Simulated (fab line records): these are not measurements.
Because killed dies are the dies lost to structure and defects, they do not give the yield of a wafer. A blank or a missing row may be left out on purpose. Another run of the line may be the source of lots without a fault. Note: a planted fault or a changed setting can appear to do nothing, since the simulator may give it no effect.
A struck lot beside a sound one	flow sky130	38 out of 708 route steps
Sound: these wafers, L783.3, L783.4, L783.5. Wafers struck: L790.1, L790.3, L790.5. The cause is named last.
For every step that has rows: the tool of each side, followed by ch and its chambers, followed by its first start. Under that, the readings that differ: sound wafers	struck wafers	difference of the means	sigmas: that difference in standard deviations of wafers without a fault.
alike: words and numbers the same on both sides, and readings whose means are apart by under 2 such deviations; not compared: readings that were withheld, readings missing a value for some wafer, numbers with overlapping values and no deviation given by the record, and bounds like >300 which may hide the same value.
A row with sigmas, a row that says differs or no value, or rows on one side alone: a step with any of these is where the two part. When numbers do not overlap yet have no deviation, they are printed without sigmas and do not part them. Lack of a reading on every wafer of one side parts them only where that side has two or more wafers.

first, 10 steps without rows for these wafers: SKY_RES_PROTECT_DEHYDRATE_00 (time 60 s); SKY_RES_PROTECT_HMDS_01 (prime time 60 s); SKY_RES_PROTECT_COAT_02 (resist thk 1140 nm); SKY_RES_PROTECT_SOFTBAKE_03 (time 60 s); SKY_RES_PROTECT_EXPOSE_04 (exposes mask RPM, target cd 1270 nm); SKY_RES_PROTECT_PEB_05; SKY_RES_PROTECT_DEVELOP_06 (develop time 60 s); SKY_POLY_GATE_IMPLANT_02; SKY_RES_PROTECT_STRIP_07 (strips in O2/N2); SKY_RES_PROTECT_CLEAN_09 (cleans in SC1/SC2, time 150 s).
SKY_POLY_GATE_CVD_03: deposits Si3N4 from DCS/NH3, target thk 75 nm, time 1290 s.
  sound on lpcvd-02 ch 1, day 15 07:35; struck on lpcvd-02 ch 1, day 18 09:33
reading	sound	struck	difference	sigmas
model.Si3N4_of_POLY_GATE_CVD_03.thk_nm (nm)	76.09 75.95 75.78	49.13 48.65 49.44	-26.87	
  alike: spike_tc_bottom_C, spike_tc_top_C
SKY_POLY_GATE_THK_MEAS_04:
  struck on film_metro-02, day 18 10:55; sound on film_metro-01, day 15 08:58
reading	sound	struck	difference	sigmas
POLY_GATE_CVD_03_THK (nm)	76.1 76.0 75.8	49.1 48.6 49.4	-26.9	-38
then, 9 steps without rows for these wafers: SKY_POLY_GATE_DEHYDRATE_05 (time 60 s); SKY_POLY_GATE_HMDS_06 (prime time 60 s); SKY_POLY_GATE_COAT_07 (resist thk 110 nm); SKY_POLY_GATE_COAT_08 (resist thk 450 nm); SKY_POLY_GATE_SOFTBAKE_09 (time 90 s); SKY_POLY_GATE_EXPOSE_10 (exposes mask P1M, target cd 150 nm); SKY_POLY_GATE_PEB_11; SKY_POLY_GATE_DEVELOP_12 (develop time 60 s); SKY_POLY_GATE_ETCH_15 (etches BARC in N2/H2, stops on SiO2, time 118.5 s, target depth 110 nm).
SKY_POLY_GATE_ETCH_16: etches Si3N4 in CH3F/O2, stops on poly-Si, time 147.5 s, target depth 75 nm.
  sound on rie_diel-02 ch 0,2,3, day 16 14:26; struck on rie_diel-01 ch 1,2,3, day 19 17:40
reading	sound	struck	difference	sigmas
oes_product_au (a.u.)	0.642 0.647 0.645	0.539 0.549 0.543	-0.101	-21
model.etch.depth_nm (nm)	76.09 75.95 75.78	49.13 48.65 49.44	-26.87	
  alike: drypump_motor_current_A, throttle_valve_pct
  not compared: rf_hours_counter_h
then, 13 steps without rows for these wafers: SKY_POLY_GATE_ETCH_17 (etches poly-Si in HBr/Cl2, stops on SiO2, target depth 180 nm, time 70.5 s); SKY_POLY_GATE_STRIP_18 (strips in O2/N2); SKY_POLY_GATE_CLEAN_19 (cleans in SC1/SC2, time 150 s); SKY_POLY_GATE_OXIDATION_20 (stabilise 600 s, purge 300 s, target thk 4 nm); SKY_LDD_N_DEHYDRATE_00 (time 60 s); SKY_LDD_N_HMDS_01 (prime time 60 s); SKY_LDD_N_COAT_02 (resist thk 300 nm); SKY_LDD_N_SOFTBAKE_03 (time 60 s); SKY_LDD_N_EXPOSE_04 (exposes mask NTM, target cd 840 nm); SKY_LDD_N_PEB_05; SKY_LDD_N_DEVELOP_06 (develop time 60 s); SKY_LDD_N_IMPLANT_08; SKY_LDD_N_IMPLANT_09.
-- record jumps: 6 days separate the struck wafers' starts on either side; left off in module LDD_N, taken up again in module LDD_LDN, whose first shown step is the route's number 303 --
SKY_LDD_LDN_CLEAN_14: cleans in SC1/SC2, time 150 s.
  sound on wet_bench-03 ch 2, day 23 03:59; struck on wet_bench-04 ch 3, day 26 04:56
reading	sound	struck	difference	sigmas
model.Si3N4_of_POLY_GATE_CVD_03.thk_nm (nm)	75.95 75.81 75.64	49 48.52 49.3	-27	
SKY_POLY_CUT_ETCH_11: etches Si3N4 in CF4/CH2F2/Ar, stops on poly-Si, time 42.5 s, target depth 60 nm.
  sound on rie_diel-02 ch 1,2,3, day 24 11:44; struck on rie_diel-02 ch 1,2, day 27 11:17
reading	sound	struck	difference	sigmas
oes_product_au (a.u.)	0.832 0.832 0.832	0.678 0.666 0.678	-0.158	-23
throttle_valve_pct (%)	14.988 15.007 15.000	14.986 14.989 14.962	-0.019	-2
model.POLY_CUT.feature_depth_nm (nm)	62.92 62.72 62.56	40.48 40.14 40.69	-22.30	
model.etch.depth_nm (nm)	62.92 62.72 62.56	40.48 40.14 40.69	-22.30	
  alike: drypump_motor_current_A
  not compared: rf_hours_counter_h
-- record jumps: 20 days separate the struck wafers' starts on either side; left off in module POLY_CUT, taken up again in module PAD_OPEN, whose first shown step is the route's number 708 --
SKY_PAD_OPEN_PROBE_99:
  struck on prober-01, day 47 20:09; sound on prober-02, day 45 20:19
  alike: killed_at_M0_to_M3, killed_at_M4_up, killed_at_contacts, killed_at_front_end, killed_at_other, killed_dies, killed_open, killed_short
  not compared: model.etest.cap_li_to_poly.c_af_um2

WHERE THEY PART
First at SKY_POLY_GATE_THK_MEAS_04; last, within this record, at SKY_POLY_CUT_ETCH_11. Later steps at which nothing parts them and some readings are alike: SKY_PAD_OPEN_PROBE_99.

WHY: the cause the simulator had injected
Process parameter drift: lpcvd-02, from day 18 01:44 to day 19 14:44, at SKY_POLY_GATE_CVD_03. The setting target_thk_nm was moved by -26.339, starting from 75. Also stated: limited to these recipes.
